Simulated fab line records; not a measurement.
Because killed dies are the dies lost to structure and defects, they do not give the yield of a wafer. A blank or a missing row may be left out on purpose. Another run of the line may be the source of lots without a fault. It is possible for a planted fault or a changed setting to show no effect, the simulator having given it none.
A struck lot beside a sound one :: flow sky130 :: 16 out of 708 route steps
Sound: the wafers L340.1, L340.4, L340.6. Struck: wafer L350.2. (L350.5 of the same lot was not struck and is left out.) The cause comes at the end.
For every step that has rows: the tool of each side, followed by ch and its chambers, followed by its first start. Under that, the readings that differ: sound wafers :: struck wafers :: difference of the means :: sigmas: that difference in standard deviations of wafers without a fault.
alike: a reading whose means differ by less than 2 such deviations, as well as words and numbers matching on both sides. not compared: withheld readings; readings where some wafer has no value; bounds like >300 that might hide an equal value; numbers whose values overlap and for which the record gives no deviation.
Wherever a step has rows on one side only, a row that says differs or no value, or a row with sigmas, the two part there. Numbers that don't overlap but have no deviation are shown without sigmas and don't part them. A reading missing from all wafers of one side parts the sides only when that side holds two or more wafers.

first, 4 steps without rows for these wafers: SKY_LDD_N_IMPLANT_12; SKY_LDD_N_IMPLANT_13; SKY_LDD_N_IMPLANT_14; SKY_LDD_N_IMPLANT_15.
SKY_LDD_N_STRIP_16: strips in O2/N2.
  sound on plasma asher-02 ch 0, day 17 20:24; struck on plasma asher-02 ch 1, day 21 11:12
  alike: drypump motor current A, oes product au, strip time to endpoint s
  not compared: rf hours counter h
SKY_LDD_N_TW_MEAS_17:
  struck on film metro-04, day 21 11:19; sound on film metro-02, day 17 20:30
  alike: LDD_N_TW
then, 6 steps without rows for these wafers: SKY_LDD_P_DEHYDRATE_00 (time 60 s); SKY_LDD_P_HMDS_01 (prime time 60 s); SKY_LDD_P_COAT_02 (resist thk 1140 nm); SKY_LDD_P_SOFTBAKE_03 (time 60 s); SKY_LDD_P_EXPOSE_04 (exposes mask PSDM, target cd 380 nm); SKY_LDD_P_PEB_05.
SKY_LDD_P_DEVELOP_06: develop time 60 s.
  sound on litho track-03 ch 0, day 19 02:16; struck on litho track-02 ch 0, day 22 16:58
  alike: developer temp C
SKY_LDD_P_CD_MEAS_07: the cd target is 380 nm.
  struck on cd sem-02, day 22 17:06; sound on cd sem-01, day 19 02:25
reading: cd nm (nm)
sound: 378.0 377.8 378.5
struck: 420.8
difference: +42.7
sigmas: +19
SKY_LDD_P_OVL_MEAS_08:
  struck on overlay-01, day 22 17:13; sound on overlay-01, day 19 02:32
  alike: LDD_P_OVL
-- record jumps: 26 days separate the struck wafers' starts on either side; left off in module LDD_P, taken up again in module PAD_OPEN, whose first shown step is the route's number 708 --
SKY_PAD_OPEN_PROBE_99:
  struck on prober-01, day 48 12:38; sound on prober-01, day 45 23:26
reading: killed open
sound: 42 43 43
struck: 60
difference: +17
sigmas: +3
  alike: killed_at_M0_to_M3, killed_at_M4_up, killed at contacts, killed at front end, killed at other, killed dies, killed short

== WHERE THEY PART ==
At SKY_LDD_P_CD_MEAS_07 first; at SKY_PAD_OPEN_PROBE_99 last (within this record only).

WHY: the cause the simulator had injected
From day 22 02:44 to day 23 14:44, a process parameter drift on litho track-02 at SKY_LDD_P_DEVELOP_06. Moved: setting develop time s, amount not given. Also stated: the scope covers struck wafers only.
